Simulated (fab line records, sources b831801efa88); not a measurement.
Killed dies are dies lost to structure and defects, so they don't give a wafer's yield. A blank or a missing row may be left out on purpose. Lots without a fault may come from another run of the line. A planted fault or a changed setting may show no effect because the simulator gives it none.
Which tool did it? | flow sky130 | 24 lots, 72 wafers sampled, at 5 steps of a route of 708

WHAT THE GAUGES READ, wafer by wafer
SKY_VIA1_RS_MEAS_22: measures by four-point-probe. Usual: VIA1_W_RS 0.430 ohm/sq, standard deviation 0.0035.
lot  | measured     | on            | VIA1_W_RS (ohm/sq) | flag
L075 | day 35 02:47 | film_metro-04 | 0.425 0.430 0.432  |
L079 | day 35 03:49 | film_metro-03 | 0.426 0.426 0.431  |
L074 | day 35 04:04 | film_metro-04 | 0.430 0.428 0.426  |
L077 | day 35 04:13 | film_metro-02 | 0.426 0.430 0.430  |
L078 | day 35 05:11 | film_metro-03 | 0.432 0.429 0.432  |
L076 | day 35 05:20 | film_metro-04 | 0.427 0.424 0.431  |
L080 | day 35 05:58 | film_metro-04 | 0.436 0.433 0.433  |
L081 | day 35 08:37 | film_metro-02 | 0.428 0.420 0.426  |
L082 | day 36 12:26 | film_metro-03 | 0.426 0.430 0.432  |
L083 | day 36 14:29 | film_metro-03 | 0.435 0.437 0.432  |
L084 | day 36 20:41 | film_metro-04 | 0.432 0.431 0.432  |
L086 | day 41 06:43 | film_metro-04 | 0.428 0.427 0.433  |
L089 | day 41 09:31 | film_metro-02 | 0.430 0.428 0.426  |
L087 | day 41 09:47 | film_metro-04 | 0.426 0.427 0.427  |
L093 | day 41 10:59 | film_metro-03 | 0.426 0.430 0.428  |
L088 | day 41 11:22 | film_metro-04 | 0.431 0.427 0.433  |
L085 | day 41 11:43 | film_metro-04 | 0.430 0.431 0.435  |
L095 | day 41 12:36 | film_metro-03 | 0.430 0.432 0.429  |
L091 | day 41 12:50 | film_metro-03 | 0.431 0.436 0.436  |
L090 | day 41 14:29 | film_metro-04 | 0.431 0.434 0.427  |
L094 | day 41 14:37 | film_metro-03 | 0.433 0.431 0.433  |
L096 | day 41 15:39 | film_metro-03 | 0.433 0.431 0.426  |
L097 | day 41 16:15 | film_metro-02 | 0.426 0.430 0.427  |
L092 | day 41 17:20 | film_metro-04 | 0.430 0.429 0.431  |

SKY_CAPM_THK_MEAS_01. Usual: CAPM_CVD_00_THK 15.54 nm, standard deviation 0.26.
lot  | measured     | on            | CAPM_CVD_00_THK (nm) | flag
L075 | day 37 10:04 | film_metro-03 | 15.37 15.35 15.51    |
L079 | day 37 11:07 | film_metro-04 | 15.06 15.25 15.40    |
L074 | day 37 11:23 | film_metro-01 | 14.89 15.54 15.59    |
L077 | day 37 11:33 | film_metro-01 | 15.85 16.10 16.03    |
L078 | day 37 13:01 | film_metro-03 | 15.52 15.44 15.48    |
L076 | day 37 13:21 | film_metro-04 | 15.35 15.47 15.91    |
L080 | day 37 13:41 | film_metro-04 | 15.16 15.36 15.67    |
L081 | day 37 16:29 | film_metro-03 | 15.72 15.72 15.89    |
L082 | day 38 18:23 | film_metro-04 | 15.64 15.50 15.36    |
L083 | day 38 19:05 | film_metro-01 | 15.65 15.36 15.30    |
L084 | day 39 01:13 | film_metro-04 | 15.53 15.72 15.69    |
L086 | day 43 07:30 | film_metro-03 | 15.82 15.59 15.67    |
L089 | day 43 10:19 | film_metro-01 | 15.56 15.71 15.60    |
L087 | day 43 11:56 | film_metro-03 | 15.35 15.46 15.61    |
L093 | day 43 13:07 | film_metro-03 | 15.50 15.75 15.86    |
L088 | day 43 13:18 | film_metro-01 | 15.60 15.40 16.22    |
L085 | day 43 14:03 | film_metro-01 | 15.60 15.45 15.72    |
L095 | day 43 15:02 | film_metro-03 | 15.71 15.55 15.66    |
L091 | day 43 16:00 | film_metro-01 | 15.55 15.59 14.98    |
L090 | day 43 17:20 | film_metro-03 | 15.30 15.69 15.37    |
L094 | day 43 17:40 | film_metro-03 | 15.48 15.85 15.85    |
L096 | day 43 19:24 | film_metro-04 | 15.56 15.56 15.59    |
L097 | day 43 19:31 | film_metro-01 | 15.23 15.68 15.66    |
L092 | day 43 21:21 | film_metro-01 | 15.23 15.65 15.51    |

WHICH TOOL RAN EACH LOT (tool, then ch and the chambers of the sampled wafers, then the start)
lot  | SKY_VIA1_CMP_02               | SKY_METAL2_STRIP_20                  | SKY_METAL3_SPUTTER_00
L075 | cmp-02 ch 0,1,3, day 34 00:08 | plasma_asher-01 ch 0,1, day 36 05:07 | pvd_sputter-01, day 37 09:53
L079 | cmp-01 ch 0,3, day 34 01:00   | plasma_asher-01 ch 0,1, day 36 06:10 | pvd_sputter-01, day 37 10:56
L074 | cmp-02 ch 1,2,3, day 34 01:13 | plasma_asher-02 ch 0,1, day 36 06:35 | pvd_sputter-03, day 37 11:13
L077 | cmp-01 ch 0,1, day 34 01:18   | plasma_asher-01 ch 0,1, day 36 06:52 | pvd_sputter-01, day 37 11:21
L078 | cmp-02 ch 2,3, day 34 01:57   | plasma_asher-01 ch 0,1, day 36 08:11 | pvd_sputter-02, day 37 12:48
L076 | cmp-01 ch 0,1, day 34 02:04   | plasma_asher-02 ch 0,1, day 36 08:26 | pvd_sputter-03, day 37 13:10
L080 | cmp-02 ch 0,2, day 34 02:23   | plasma_asher-04 ch 0,1, day 36 08:47 | pvd_sputter-02, day 37 13:31
L081 | cmp-02 ch 1,3, day 34 05:35   | plasma_asher-02 ch 1, day 36 11:22   | pvd_sputter-02, day 37 16:19
L082 | cmp-01 ch 0,1,2, day 35 09:02 | plasma_asher-02 ch 0,1, day 37 15:35 | pvd_sputter-02, day 38 18:12
L083 | cmp-01 ch 0,1,2, day 35 11:14 | plasma_asher-01 ch 0, day 37 16:34   | pvd_sputter-01, day 38 18:54
L084 | cmp-02 ch 0,3, day 35 17:16   | plasma_asher-04 ch 0,1, day 37 22:01 | pvd_sputter-01, day 39 01:00
L086 | cmp-02 ch 1,2,3, day 40 05:46 | plasma_asher-02 ch 0,1, day 42 07:02 | pvd_sputter-02, day 43 07:19
L089 | cmp-01 ch 1,3, day 40 08:49   | plasma_asher-02 ch 0, day 42 10:13   | pvd_sputter-03, day 43 10:09
L087 | cmp-01 ch 0,1, day 40 09:07   | plasma_asher-01 ch 0,1, day 42 11:01 | pvd_sputter-03, day 43 11:45
L093 | cmp-01 ch 0,1, day 40 09:30   | plasma_asher-04 ch 0,1, day 42 11:41 | pvd_sputter-02, day 43 12:56
L088 | cmp-01 ch 0,1,3, day 40 10:33 | plasma_asher-02 ch 0,1, day 42 11:49 | pvd_sputter-01, day 43 13:06
L085 | cmp-01 ch 0,2, day 40 10:48   | plasma_asher-01 ch 0,1, day 42 12:23 | pvd_sputter-03, day 43 13:52
L095 | cmp-01 ch 0,2,3, day 40 11:12 | plasma_asher-02 ch 0,1, day 42 12:44 | pvd_sputter-02, day 43 14:51
L091 | cmp-02 ch 0,1,3, day 40 11:39 | plasma_asher-01 ch 0,1, day 42 14:10 | pvd_sputter-03, day 43 15:48
L090 | cmp-01 ch 1,2, day 40 13:01   | plasma_asher-01 ch 0,1, day 42 15:25 | pvd_sputter-01, day 43 17:09
L094 | cmp-02 ch 0,1,2, day 40 13:07 | plasma_asher-02 ch 0,1, day 42 15:38 | pvd_sputter-03, day 43 17:28
L096 | cmp-02 ch 1,2, day 40 14:20   | plasma_asher-04 ch 0,1, day 42 16:25 | pvd_sputter-03, day 43 19:13
L097 | cmp-02 ch 0,2, day 40 14:41   | plasma_asher-01 ch 0,1, day 42 17:07 | pvd_sputter-01, day 43 19:19
L092 | cmp-02 ch 0,3, day 40 16:00   | plasma_asher-02 ch 0,1, day 42 18:40 | pvd_sputter-01, day 43 21:09
- SKY_VIA1_CMP_02: polishes SiO2.
- SKY_METAL2_STRIP_20: strips in O2/N2.
- SKY_METAL3_SPUTTER_00: material Ti, target thk 15 nm, time 10 s.

WHAT THE TOOLS THEMSELVES READ (means of the sampled wafers that have a number; where no wafer has one, the mark that the record gives instead)
SKY_VIA1_CMP_02. Usual: motor_current_A 11.9 A, standard deviation 1.7.
lot  | tool   | motor_current_A (A) | flag
L075 | cmp-02 | 10.6                |
L079 | cmp-01 | 12.5                |
L074 | cmp-02 | 12.1                |
L077 | cmp-01 | 11.0                |
L078 | cmp-02 | 13.6                |
L076 | cmp-01 | 11.0                |
L080 | cmp-02 | 13.9                |
L081 | cmp-02 | 10.8                |
L082 | cmp-01 | 12.0                |
L083 | cmp-01 | 11.5                |
L084 | cmp-02 | 10.2                |
L086 | cmp-02 | 12.0                |
L089 | cmp-01 | 12.3                |
L087 | cmp-01 | 11.6                |
L093 | cmp-01 | 11.0                |
L088 | cmp-01 | 12.0                |
L085 | cmp-01 | 12.2                |
L095 | cmp-01 | 12.5                |
L091 | cmp-02 | 10.8                |
L090 | cmp-01 | 12.2                |
L094 | cmp-02 | 12.4                |
L096 | cmp-02 | 12.1                |
L097 | cmp-02 | 12.1                |
L092 | cmp-02 | 9.8                 |

SKY_METAL2_STRIP_20. Usual: drypump_motor_current_A 5.4 A, standard deviation 0.42; oes_product_au 0.343 a.u., standard deviation 0.0053; strip_time_to_endpoint_s 2.71 s, standard deviation 0.039.
lot  | tool            | drypump_motor_current_A (A) | oes_product_au (a.u.) | strip_time_to_endpoint_s (s) | flag
L075 | plasma_asher-01 | 5.5                         | 0.340                 | 2.69                         |
L079 | plasma_asher-01 | 5.5                         | 0.344                 | 2.73                         |
L074 | plasma_asher-02 | 5.4                         | 0.343                 | 2.73                         |
L077 | plasma_asher-01 | 5.5                         | 0.348                 | 2.74                         |
L078 | plasma_asher-01 | 5.5                         | 0.340                 | 2.69                         |
L076 | plasma_asher-02 | 5.4                         | 0.340                 | 2.69                         |
L080 | plasma_asher-04 | 5.7                         | 0.342                 | 2.73                         |
L081 | plasma_asher-02 | 5.3                         | 0.343                 | 2.68                         |
L082 | plasma_asher-02 | 5.5                         | 0.342                 | 2.66                         |
L083 | plasma_asher-01 | 4.7                         | 0.338                 | 2.74                         |
L084 | plasma_asher-04 | 5.6                         | 0.341                 | 2.71                         |
L086 | plasma_asher-02 | 5.5                         | 0.339                 | 2.71                         |
L089 | plasma_asher-02 | 5.6                         | 0.344                 | 2.71                         |
L087 | plasma_asher-01 | 5.5                         | 0.345                 | 2.69                         |
L093 | plasma_asher-04 | 5.7                         | 0.343                 | 2.71                         |
L088 | plasma_asher-02 | 5.5                         | 0.338                 | 2.67                         |
L085 | plasma_asher-01 | 5.1                         | 0.348                 | 2.75                         |
L095 | plasma_asher-02 | 5.4                         | 0.340                 | 2.70                         |
L091 | plasma_asher-01 | 5.1                         | 0.346                 | 2.72                         |
L090 | plasma_asher-01 | 5.5                         | 0.348                 | 2.75                         |
L094 | plasma_asher-02 | 5.5                         | 0.350                 | 2.72                         |
L096 | plasma_asher-04 | 5.7                         | 0.343                 | 2.70                         |
L097 | plasma_asher-01 | 5.1                         | 0.345                 | 2.71                         |
L092 | plasma_asher-02 | 5.4                         | 0.348                 | 2.71                         |

SKY_METAL3_SPUTTER_00. Usual: throttle_valve_pct 29.9 %, standard deviation 1.
lot  | tool           | throttle_valve_pct (%) | flag
L075 | pvd_sputter-01 | 30.3                   |
L079 | pvd_sputter-01 | 29.8                   |
L074 | pvd_sputter-03 | 29.5                   |
L077 | pvd_sputter-01 | 30.4                   |
L078 | pvd_sputter-02 | 29.8                   |
L076 | pvd_sputter-03 | 29.0                   |
L080 | pvd_sputter-02 | 29.8                   |
L081 | pvd_sputter-02 | 29.4                   |
L082 | pvd_sputter-02 | 30.4                   |
L083 | pvd_sputter-01 | 29.2                   |
L084 | pvd_sputter-01 | 30.0                   |
L086 | pvd_sputter-02 | 30.1                   |
L089 | pvd_sputter-03 | 29.6                   |
L087 | pvd_sputter-03 | 29.9                   |
L093 | pvd_sputter-02 | 30.7                   |
L088 | pvd_sputter-01 | 30.0                   |
L085 | pvd_sputter-03 | 30.4                   |
L095 | pvd_sputter-02 | 30.4                   |
L091 | pvd_sputter-03 | 29.9                   |
L090 | pvd_sputter-01 | 29.9                   |
L094 | pvd_sputter-03 | 29.7                   |
L096 | pvd_sputter-03 | 29.6                   |
L097 | pvd_sputter-01 | 29.3                   |
L092 | pvd_sputter-01 | 29.6                   |

THE ANSWER, worked out from the rows above alone
Rule: a lot is off if the mean of its wafers that have a number lies more than 3 standard deviations from the usual mean. A lot without any number at a reading at which 4 lots or more have one is off too. The other lots that the step has rows for count as sound. The gauges are gone through in route order, then the tools' own readings, and for those a lot's mean is taken as printed above. The first step at which some lot is off is used, and at that step the reading that is off furthest; a lot without a number counts as furthest.
No lot is off at any reading shown: from this, nothing can be told.

WHAT THE SIMULATOR HAD PUT IN
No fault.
